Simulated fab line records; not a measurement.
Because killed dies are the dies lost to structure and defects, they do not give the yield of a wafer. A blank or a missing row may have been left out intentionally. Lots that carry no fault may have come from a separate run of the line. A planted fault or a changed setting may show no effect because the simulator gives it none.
Which tool was responsible? | flow sfq-line | 42 wafers from 14 lots sampled at 4 of the route's 325 steps

WHAT THE GAUGES SHOWED, per wafer
SFQ_I1_BOW_MEAS_912. Usual: for I1_BOW the level is 2 um and the standard deviation is 7.5.
lot  | measured     | on            | I1_BOW (um) | flag
L236 | day 24 01:51 | film-metro-03 | -11 -1 0    |
L237 | day 24 10:50 | film-metro-03 | 12 6 6      |
L238 | day 25 07:13 | film-metro-02 | 5 6 0       |
L239 | day 25 16:37 | film-metro-02 | 3 6 7       |
L240 | day 26 02:51 | film-metro-04 | 5 15 -3     |
L241 | day 26 12:28 | film-metro-02 | -7 5 14     |
L244 | day 28 00:28 | film-metro-03 | -3 0 0      |
L249 | day 29 10:02 | film-metro-04 | 9 10 9      |
L250 | day 29 22:04 | film-metro-04 | -3 6 10     |
L252 | day 30 08:51 | film-metro-02 | 2 2 -6      |
L256 | day 32 04:20 | film-metro-02 | -4 -12 -6   |
L257 | day 32 18:37 | film-metro-02 | -2 6 9      |
L258 | day 33 07:46 | film-metro-04 | 8 -11 4     |
L259 | day 33 16:46 | film-metro-03 | 4 16 1      |

SFQ_JJ_RS_MEAS_929: a four-point-probe measurement. Usual: for JJ_NB_RS the level is 1.048 ohm/sq and the standard deviation is 0.01.
lot  | measured     | on            | JJ_NB_RS (ohm/sq)                   | flag
L236 | day 52 05:28 | film-metro-03 | 1.037 1.048 1.039                   |
L237 | day 53 15:08 | film-metro-02 | 1.044 1.038 1.046                   |
L238 | day 53 18:47 | film-metro-03 | 1.038 1.050 1.041                   |
L239 | day 53 21:11 | film-metro-01 | 1.062 1.061 1.063                   |
L240 | day 54 00:44 | film-metro-03 | 1.050 1.051 1.036                   |
L241 | day 55 15:07 | film-metro-01 | 1.045 1.046 1.045                   |
L244 | day 55 22:04 | film-metro-01 | 1.043 1.051 1.045                   |
L249 | day 56 10:04 | film-metro-01 | 1.059 1.038 1.049                   |
L250 | day 56 12:54 | film-metro-01 | 0.911 0.920 0.918 0.910 0.921 0.917 | OFF
L252 | day 57 02:13 | film-metro-03 | 0.922 0.916 0.910 0.922 0.917 0.912 | OFF
L256 | day 64 23:41 | film-metro-01 | 1.033 1.031 1.027                   |
L257 | day 65 14:06 | film-metro-03 | 1.044 1.036 1.026                   |
L258 | day 65 17:41 | film-metro-03 | 1.022 1.028 1.032                   |
L259 | day 69 22:37 | film-metro-03 | 1.061 1.072 1.051                   |

SFQ_R5_OVL_MEAS_935. Usual: for R5_OVL the level is 0 nm and the standard deviation is 5.2.
lot  | measured     | on         | R5_OVL (nm) | flag
L236 | day 65 09:31 | overlay-01 | 5 7 6       |
L237 | day 65 19:07 | overlay-02 | -6 -2 -10   |
L238 | day 65 22:44 | overlay-01 | 2 5 0       |
L239 | day 66 02:20 | overlay-02 | -1 -1 0     |
L240 | day 66 03:31 | overlay-01 | 1 -3 2      |
L241 | day 66 12:52 | overlay-02 | -7 0 -4     |
L244 | day 66 16:28 | overlay-01 | 2 -4 2      |
L249 | day 66 22:28 | overlay-01 | 4 4 1       |
L250 | day 66 23:40 | overlay-01 | 5 3 6       |
L252 | day 67 11:32 | overlay-01 | 1 -8 3      |
L256 | day 70 17:32 | overlay-02 | -10 -17 -15 |
L257 | day 71 07:03 | overlay-01 | -4 -1 1     |
L258 | day 71 08:14 | overlay-01 | 2 6 5       |
L259 | day 80 03:28 | overlay-02 | -4 4 6      |

EACH LOT AND THE TOOL THAT RAN IT (in order: tool; ch and the chambers of the sampled wafers; start)
lot  | SFQ_TRILAYER_JJ_TRILAYER_DEP_SPUTTER_112
L236 | pvd-sputter-05, day 52 05:23
L237 | pvd-sputter-06, day 53 15:04
L238 | pvd-sputter-05, day 53 18:40
L239 | pvd-sputter-06, day 53 21:04
L240 | pvd-sputter-03, day 54 00:40
L241 | pvd-sputter-06, day 55 15:01
L244 | pvd-sputter-06, day 55 21:59
L249 | pvd-sputter-05, day 56 09:59
L250 | pvd-sputter-06, day 56 12:47
L252 | pvd-sputter-06, day 57 02:07
L256 | pvd-sputter-03, day 64 23:36
L257 | pvd-sputter-05, day 65 14:00
L258 | pvd-sputter-03, day 65 17:36
L259 | pvd-sputter-06, day 69 22:32
- SFQ_TRILAYER_JJ_TRILAYER_DEP_SPUTTER_112: material Nb, target thk 170 nm, time 113.3 s.

AS READ BY THE TOOLS THEMSELVES (means over the sampled wafers that have a number; for cases with no such wafer, the mark the record gives instead)
SFQ_TRILAYER_JJ_TRILAYER_DEP_SPUTTER_112. Usual: cathode-dc-power-W 2000.0 W, standard deviation 0.37; substrate-temp-c 19.98 C, standard deviation 0.09; throttle-valve-pct 30.0 %, standard deviation 0.79.
lot  | tool           | cathode-dc-power-W (W) | substrate-temp-c (C) | throttle-valve-pct (%) | flag
L236 | pvd-sputter-05 | 2000.2                 | 19.97                | 29.3                   |
L237 | pvd-sputter-06 | 2000.1                 | 19.86                | 30.9                   |
L238 | pvd-sputter-05 | 1999.7                 | 19.99                | 29.2                   |
L239 | pvd-sputter-06 | 1999.9                 | 19.95                | 30.9                   |
L240 | pvd-sputter-03 | 2000.0                 | 19.89                | 29.5                   |
L241 | pvd-sputter-06 | 2000.0                 | 20.08                | 30.6                   |
L244 | pvd-sputter-06 | 2000.1                 | 19.90                | 30.7                   |
L249 | pvd-sputter-05 | 1999.9                 | 19.98                | 29.3                   |
L250 | pvd-sputter-06 | 2294.9                 | 19.91                | 30.7                   | OFF
L252 | pvd-sputter-06 | 2294.9                 | 20.00                | 30.7                   | OFF
L256 | pvd-sputter-03 | 2000.0                 | 19.96                | 29.8                   |
L257 | pvd-sputter-05 | 1999.8                 | 19.98                | 28.9                   |
L258 | pvd-sputter-03 | 2000.3                 | 19.96                | 29.7                   |
L259 | pvd-sputter-06 | 2000.0                 | 20.00                | 30.8                   |

THE ANSWER, worked out from the rows above alone
Rule: take the mean of a lot's wafers that have a number; if it is more than 3 standard deviations from the usual mean, the lot is off. Also off: a lot with no number at a reading for which 4 or more lots have one. The other lots that the step has rows for count as sound. First the gauges in route order, then the tools' own readings, where a lot's mean is used as printed above. At the first step where some lot is off, the reading lying furthest off is the one used; lots without a number count as furthest.
Off: L250, L252, seen at SFQ_JJ_RS_MEAS_929 (JJ_NB_RS).
If a tool, at a process step before that reading, ran all the lots that are off and no sound lot after the first of them, it fits. Not tried: the gauges at SFQ_JJ_RS_MEAS_929; whatever is off there is also off at SFQ_TRILAYER_JJ_TRILAYER_DEP_SPUTTER_112, on other tools, and gauge error can't account for it. None of those tried fits.

WHAT THE SIMULATOR HAD PUT IN
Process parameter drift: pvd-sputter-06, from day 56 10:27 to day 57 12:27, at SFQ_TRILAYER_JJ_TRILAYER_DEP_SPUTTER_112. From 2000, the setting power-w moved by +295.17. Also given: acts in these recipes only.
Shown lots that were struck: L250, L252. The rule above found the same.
